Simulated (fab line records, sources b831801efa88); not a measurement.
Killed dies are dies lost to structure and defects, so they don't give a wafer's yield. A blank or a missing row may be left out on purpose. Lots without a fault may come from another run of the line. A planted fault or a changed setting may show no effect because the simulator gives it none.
fab line records | flow sky130
record lots=6 wafers=18 last_day=50
route steps=708 shown GATE_OXIDE@187 PAD_OPEN@708
lots that met no fault: from a run of the same line without faults
start_h: hours from the record's first day to the start of the lot's first wafer shown | wait_h: hours since the lot's step before | " the same as in the row above | L1.1+2: a row that stands for several wafers | - no value, or no start given | * or withheld: withheld | < > ~ a bound
route shown NAME@n: a module of which the file shows steps, and the number in the route of the first | usual: mean/standard deviation of fault-free wafers | same: alike in all rows | chamber/n: place in a boat | sites: the reading at each site | _std_site: their standard deviation | _edge_site: outer sites' mean less inner sites' | radius_mm: how far each site lies from the wafer's centre | mask NAME#n: copy n | behind: the tool/chamber that last shaped the wafer | hold: why the lot was held/for how many hours/how that ended | device: the transistor (n, p or np) that didn't switch | end of line: the same wafers' tests at the end of the route | a step without rows: its recipe alone | killed: dies lost to structure and defects at the first sort, not the wafer's yield | map: a wafer's dies, x killed, . not, _ none there
set.NAME: the setting as run; set.NAME@STEP: as run at that earlier step | model.NAME: the simulator's own value behind a step, which no gauge read
lots at some steps of the route; a table a step, a row a wafer
services: from which hour (start_h, from the record's first day; less than 0 if before it) a tool's chamber was out of use, for how many hours, and why
## steps
# step SKY_GATE_OXIDE_CLEAN_00
# recipe chemistry=SC1/SC2 mix=1:4:20 temp_c=70 time_s=150 dry=n2_spin
# step SKY_GATE_OXIDE_OXIDATION_01
# recipe temp_c=900 ambient=O2 stabilise_s=600 purge_s=300 target_thk_a=102.68 ox_time_s=1473
# step SKY_GATE_OXIDE_THK_MEAS_02
# recipe reads=SiO2_of_GATE_OXIDE_OXIDATION_01
# usual GATE_OXIDE_OXIDATION_00_THK=10.31/0.22
# columns lot.wafer tool chamber start_h wait_h GATE_OXIDE_OXIDATION_00_THK[nm]
L745.3 film_metro-01 - 354.47 0.0 10.13
L745.5 " - " " 10.13
L745.6 " - " " 10.43
L747.2 film_metro-01 - 357.15 0.0 10.71
L747.3 " - " " 10.87
L747.5 " - " " 10.87
L754.1 film_metro-01 - 407.15 0.0 10.53
L754.5 " - " " 10.25
L754.6 " - " " 10.35
L758.3 film_metro-04 - 445.37 0.0 10.35
L758.4 " - " " 10.40
L758.5 " - " " 10.47
L761.2 film_metro-03 - 469.18 0.0 10.15
L761.4 " - " " 10.15
L761.5 " - " " 10.09
L762.1 film_metro-03 - 473.10 0.0 10.32
L762.3 " - " " 10.28
L762.5 " - " " 10.17
# step SKY_GATE_OXIDE_DEHYDRATE_03
# recipe temp_c=200 time_s=60
# step SKY_GATE_OXIDE_HMDS_04
# recipe prime_time_s=60 prime_temp_c=120
# step SKY_GATE_OXIDE_COAT_05
# recipe resist=NOVOLAK spin_rpm=3000 resist_thk_nm=1140
# step SKY_GATE_OXIDE_SOFTBAKE_06
# recipe temp_c=90 time_s=60 resist=NOVOLAK
# step SKY_GATE_OXIDE_EXPOSE_07
# recipe mask_id=LVOM na=0.6 source_shape=conventional sigma_outer=0.6 polarization=unpolarized target_cd_nm=600 dose_mj=170
# step SKY_GATE_OXIDE_PEB_08
# recipe temp_c=withheld time_s=* resist=NOVOLAK
# step SKY_GATE_OXIDE_DEVELOP_09
# recipe resist=NOVOLAK developer=TMAH develop_time_s=60 dev_temp_c=23
# step SKY_GATE_OXIDE_OVL_MEAS_10
# usual GATE_OXIDE_OVL=0.6/1.1
# columns lot.wafer tool chamber start_h wait_h GATE_OXIDE_OVL[nm]
L745.3 overlay-01 - 381.07 0.1 1.5
L745.5 " - " " 0.5
L745.6 " - " " 0.5
L747.2 overlay-01 - 384.11 0.1 1.3
L747.3 " - " " 1.1
L747.5 " - " " 0.6
L754.1 overlay-02 - 435.67 0.1 0.1
L754.5 " - " " -1.5
L754.6 " - " " -0.9
L758.3 overlay-02 - 476.52 0.1 0.0
L758.4 " - " " -0.6
L758.5 " - " " 0.4
L761.2 overlay-02 - 499.36 0.1 -1.5
L761.4 " - " " -0.3
L761.5 " - " " -0.7
L762.1 overlay-02 - 504.05 0.1 -1.3
L762.3 " - " " 0.7
L762.5 " - " " 0.2
# step SKY_GATE_OXIDE_IMPLANT_11
# recipe species=B energy_kev=10 dose_cm2=2.642e+12 tilt_deg=withheld
# step SKY_GATE_OXIDE_WET_ETCH_12
# recipe chemistry=dHF target_depth_nm=16.8 dry=n2_spin target=SiO2 dilution=100:1 temp_c=25 time_s=336
# usual run_length_s=363/3.1
# columns lot.wafer tool chamber start_h wait_h run_length_s model.SiO2_of_FIELD_ISO_CVD_24.thk_nm
L745.3 wet_bench-02 3 381.24 0.1 361 364.2
L745.5 " 3 " " 361 366.2
L745.6 " 3 " " 361 363.8
L747.2 wet_bench-01 1 384.29 0.1 361 363.5
L747.3 " 1 " " 361 362.6
L747.5 " 1 " " 361 363
L754.1 wet_bench-03 3 435.85 0.1 370 361.5
L754.5 " 3 " " 370 362.9
L754.6 " 3 " " 370 363.3
L758.3 wet_bench-01 3 476.69 0.1 198 373.1
L758.4 " 3 " " 198 373.7
L758.5 " 3 " " 198 372.8
L761.2 wet_bench-01 2 499.54 0.1 192 372.2
L761.4 " 2 " " 192 374.1
L761.5 " 2 " " 192 374.7
L762.1 wet_bench-03 3 504.24 0.1 363 363.9
L762.3 " 3 " " 363 363.5
L762.5 " 3 " " 363 363.6
# step SKY_GATE_OXIDE_STRIP_13
# recipe chemistry=O2/N2 power_w=1400 pressure_mtorr=1500 platen_temp_c=withheld o2_flow_sccm=3000 n2_flow_sccm=300 overash_fraction=0.5
# usual drypump_motor_current_A=5.91/0.27 oes_product_au=0.716/0.0046 strip_time_to_endpoint_s=14.19/0.04
# columns lot.wafer tool chamber start_h wait_h drypump_motor_current_A oes_product_au rf_hours_counter_h strip_time_to_endpoint_s
L745.3 plasma_asher-02 1 381.38 0.0 5.80 0.716 - 14.19
L745.5 " 1 " " 5.80 0.727 - 14.16
L745.6 " 0 " " 5.62 0.714 - 14.15
L747.2 plasma_asher-01 0 384.39 0.0 5.97 0.712 26 14.19
L747.3 " 1 " " 6.25 0.711 - 14.16
L747.5 " 0 " " 6.00 0.717 - 14.13
L754.1 plasma_asher-02 1 435.96 0.0 5.82 0.716 77 14.16
L754.5 " 1 " " 5.77 0.716 - 14.17
L754.6 " 0 " " 5.62 0.717 - 14.16
L758.3 plasma_asher-04 1 476.83 0.1 6.19 0.725 - 14.13
L758.4 " 0 " " 5.59 0.714 - 14.14
L758.5 " 1 " " 6.19 0.715 - 14.19
L761.2 plasma_asher-04 0 499.64 0.0 5.59 0.710 7 14.25
L761.4 " 0 " " 5.57 0.719 - 14.19
L761.5 " 1 " " 6.20 0.717 - 14.20
L762.1 plasma_asher-01 0 504.34 0.0 5.97 0.718 38 14.17
L762.3 " 0 " " 5.95 0.718 - 14.19
L762.5 " 0 " " 5.98 0.721 - 14.18
# step SKY_GATE_OXIDE_TW_MEAS_14
# usual GATE_OXIDE_TW=226.3/1.4
# columns lot.wafer tool chamber start_h wait_h GATE_OXIDE_TW
L745.3 film_metro-03 - 381.46 0.1 226.4
L745.5 " - " " 226.8
L745.6 " - " " 226.5
L747.2 film_metro-04 - 384.50 0.1 224.9
L747.3 " - " " 225.5
L747.5 " - " " 224.4
L754.1 film_metro-01 - 436.06 0.1 224.7
L754.5 " - " " 226.7
L754.6 " - " " 225.1
L758.3 film_metro-04 - 476.92 0.1 225.8
L758.4 " - " " 226.6
L758.5 " - " " 224.8
L761.2 film_metro-03 - 499.75 0.1 227.0
L761.4 " - " " 226.8
L761.5 " - " " 226.8
L762.1 film_metro-03 - 504.44 0.1 226.9
L762.3 " - " " 228.0
L762.5 " - " " 226.1
# step SKY_GATE_OXIDE_CLEAN_15
# recipe chemistry=SC1/SC2 mix=1:4:20 temp_c=70 time_s=150 dry=n2_spin
# columns lot.wafer tool chamber start_h wait_h model.SiO2_of_FIELD_ISO_CVD_24.thk_nm
L745.3 wet_bench-02 1 381.50 0.0 363.5
L745.5 " 1 " " 365.5
L745.6 " 1 " " 363.2
L747.2 wet_bench-02 3 384.55 0.0 362.8
L747.3 " 3 " " 361.9
L747.5 " 3 " " 362.4
L754.1 wet_bench-01 1 436.12 0.1 360.8
L754.5 " 1 " " 362.2
L754.6 " 1 " " 362.6
L758.3 wet_bench-01 2 476.96 0.0 372.5
L758.4 " 2 " " 373
L758.5 " 2 " " 372.1
L761.2 wet_bench-03 1 499.80 0.0 371.5
L761.4 " 1 " " 373.4
L761.5 " 1 " " 374
L762.1 wet_bench-01 2 504.50 0.1 363.2
L762.3 " 2 " " 362.8
L762.5 " 2 " " 362.9
# step SKY_GATE_OXIDE_OXIDATION_16
# recipe temp_c=800 ambient=O2 idle_temp_c=700 ramp_up_c_per_min=10 ramp_down_c_per_min=3 stabilise_s=600 purge_s=300 target_thk_a=35.7 ox_time_s=1915
# step SKY_PAD_OPEN_PROBE_99
# usual killed_at_M0_to_M3=43/7.5 killed_at_M4_up=3.0/1.6 killed_at_contacts=23/5.8 killed_at_front_end=14/4.8 killed_at_other=0.3/0.52 killed_dies=84/9.1 killed_on_rim=16/3.4 killed_open=47/7.2 killed_short=37/5.8
# same gross_dies=492 killed_at_back_side=0
# columns lot.wafer tool chamber start_h wait_h killed_at_M0_to_M3 killed_at_M4_up killed_at_contacts killed_at_front_end killed_at_other killed_dies killed_on_rim killed_open killed_short
L758.3 prober-01 - 1184.08 0.2 64 2 15 411 0 492 96 51 40
L758.4 prober-01 - 1184.13 0.2 47 3 20 422 0 492 96 49 36
L758.5 prober-01 - 1184.18 0.2 51 1 13 427 0 492 96 50 27
L761.2 prober-02 - 1198.18 0.1 44 2 28 418 0 492 96 44 44
L761.4 prober-02 - 1198.28 0.2 32 3 24 433 0 492 96 45 30
L761.5 prober-02 - 1198.33 0.2 42 2 10 437 1 492 96 32 32
# killed by level:class
L758.3 GATE_OXIDE:area_etch=401 VIA1:geometric_particle:open=12 VIA2:geometric_particle:open=11 METAL1:geometric_particle:short=10 LI_CONTACT:geometric_particle:open=7 METAL2:geometric_particle:short=7 CONTACT:geometric_particle:open=6 VIA1:geometric_particle:short=6
L758.4 GATE_OXIDE:area_etch=407 VIA2:geometric_particle:open=10 VIA1:geometric_particle:open=9 CONTACT:geometric_particle:open=9 VIA3:geometric_particle:open=6 FIELD_ISO:geometric_particle:short=5 VIA2:geometric_particle:short=5 CONTACT:geometric_particle:short=5
L758.5 GATE_OXIDE:area_etch=415 VIA1:geometric_particle:open=16 CONTACT:geometric_particle:open=7 VIA3:geometric_particle:open=7 LI_CONTACT:geometric_particle:open=5 VIA1:geometric_particle:short=5 METAL3:geometric_particle:short=4 METAL1:geometric_particle:short=4
L761.2 GATE_OXIDE:area_etch=404 VIA1:geometric_particle:open=9 VIA3:geometric_particle:open=9 CONTACT:geometric_particle:short=8 VIA1:geometric_particle:short=8 LI_CONTACT:geometric_particle:open=7 CONTACT:geometric_particle:open=6 FIELD_ISO:geometric_particle:open=5
L761.4 GATE_OXIDE:area_etch=417 CONTACT:geometric_particle:open=8 VIA1:geometric_particle:open=8 LI_CONTACT:geometric_particle:open=7 VIA2:geometric_particle:open=6 METAL3:geometric_particle:short=5 FIELD_ISO:geometric_particle:open=4 POLY_GATE:geometric_particle:open=4
L761.5 GATE_OXIDE:area_etch=428 VIA1:geometric_particle:open=7 VIA3:geometric_particle:open=7 METAL2:geometric_particle:short=6 CONTACT:geometric_particle:short=4 METAL1:geometric_particle:short=4 VIA2:geometric_particle:open=4 METAL3:geometric_particle:short=4
# map L758.3 (x killed, . not)
__________xxxxxxxxxx_________
________xxxxxxxxxxxxxx_______
______xxxxxxxxxxxxxxxxxx_____
_____xxxxxxxxxxxxxxxxxxxx____
____xxxxxxxxxxxxxxxxxxxxxx___
___xxxxxxxxxxxxxxxxxxxxxxxx__
__xxxxxxxxxxxxxxxxxxxxxxxxxx_
_xxxxxxxxxxxxxxxxxxxxxxxxxxxx
_xxxxxxxxxxxxxxxxxxxxxxxxxxxx
_xxxxxxxxxxxxxxxxxxxxxxxxxxxx
_xxxxxxxxxxxxxxxxxxxxxxxxxxxx
_xxxxxxxxxxxxxxxxxxxxxxxxxxxx
_xxxxxxxxxxxxxxxxxxxxxxxxxxxx
_xxxxxxxxxxxxxxxxxxxxxxxxxxxx
_xxxxxxxxxxxxxxxxxxxxxxxxxxxx
__xxxxxxxxxxxxxxxxxxxxxxxxxx_
___xxxxxxxxxxxxxxxxxxxxxxxx__
____xxxxxxxxxxxxxxxxxxxxxx___
_____xxxxxxxxxxxxxxxxxxxx____
______xxxxxxxxxxxxxxxxxx_____
________xxxxxxxxxxxxxx_______
__________xxxxxxxxxx_________
# map L761.2 (x killed, . not)
__________xxxxxxxxxx_________
________xxxxxxxxxxxxxx_______
______xxxxxxxxxxxxxxxxxx_____
_____xxxxxxxxxxxxxxxxxxxx____
____xxxxxxxxxxxxxxxxxxxxxx___
___xxxxxxxxxxxxxxxxxxxxxxxx__
__xxxxxxxxxxxxxxxxxxxxxxxxxx_
_xxxxxxxxxxxxxxxxxxxxxxxxxxxx
_xxxxxxxxxxxxxxxxxxxxxxxxxxxx
_xxxxxxxxxxxxxxxxxxxxxxxxxxxx
_xxxxxxxxxxxxxxxxxxxxxxxxxxxx
_xxxxxxxxxxxxxxxxxxxxxxxxxxxx
_xxxxxxxxxxxxxxxxxxxxxxxxxxxx
_xxxxxxxxxxxxxxxxxxxxxxxxxxxx
_xxxxxxxxxxxxxxxxxxxxxxxxxxxx
__xxxxxxxxxxxxxxxxxxxxxxxxxx_
___xxxxxxxxxxxxxxxxxxxxxxxx__
____xxxxxxxxxxxxxxxxxxxxxx___
_____xxxxxxxxxxxxxxxxxxxx____
______xxxxxxxxxxxxxxxxxx_____
________xxxxxxxxxxxxxx_______
__________xxxxxxxxxx_________
## services
# columns tool chamber start_h hours kind
plasma_asher-01 - 360.87 1.6 repair
plasma_asher-04 - 384.05 2.2 repair
plasma_asher-04 - 401.92 2.2 repair
plasma_asher-04 - 421.25 9.0 pm
plasma_asher-04 0 421.25 9.0 vent_cycle
plasma_asher-04 1 421.25 9.0 vent_cycle
plasma_asher-04 0 430.25 - clean
plasma_asher-04 1 430.25 - clean
plasma_asher-01 - 480.93 4.5 repair
plasma_asher-01 - 488.27 3.8 repair
## key
first_sign step=SKY_GATE_OXIDE_WET_ETCH_12 reading=run_length_s direction=down sigmas=54 usual=* struck=*
effect step=SKY_PAD_OPEN_PROBE_99 reading=killed_at_front_end direction=up sigmas=86 usual=14 struck=425
model_effect step=SKY_GATE_OXIDE_WET_ETCH_12 value=SiO2_of_FIELD_ISO_CVD_24.thk_nm without=364.1 struck=373.4
model_effect step=SKY_GATE_OXIDE_CLEAN_15 value=SiO2_of_FIELD_ISO_CVD_24.thk_nm without=363.4 struck=372.8
more_kills_born_at SKY_GATE_OXIDE_WET_ETCH_12@wet_bench-01=2472
met_at SKY_GATE_OXIDE_WET_ETCH_12
struck_wafers L758.3,L758.4,L758.5,L761.2,L761.4,L761.5
later_rows_left_out L758.3,L758.4,L758.5,L761.2,L761.4,L761.5
tester_left_out L758,L761
onset_between 384.29 476.69
fault kind=process_parameter_drift tool=wet_bench-01 chamber=- onset_h=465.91 steps=SKY_GATE_OXIDE_WET_ETCH_12 channel=time_s offset=* shape=step end_h=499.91 acts_in=* stated=*
# tester_left_out: of these lots the tester's yield and bins aren't shown, on N5 and GAA mostly nor the transistor test; their killed dies are dies lost to structure and defects alone, not to doping, threshold or leakage, so they don't give the yield
# later_rows_left_out: the simulator's readings of these wafers behind a module that went badly wrong aren't trusted and aren't shown, but for the sort
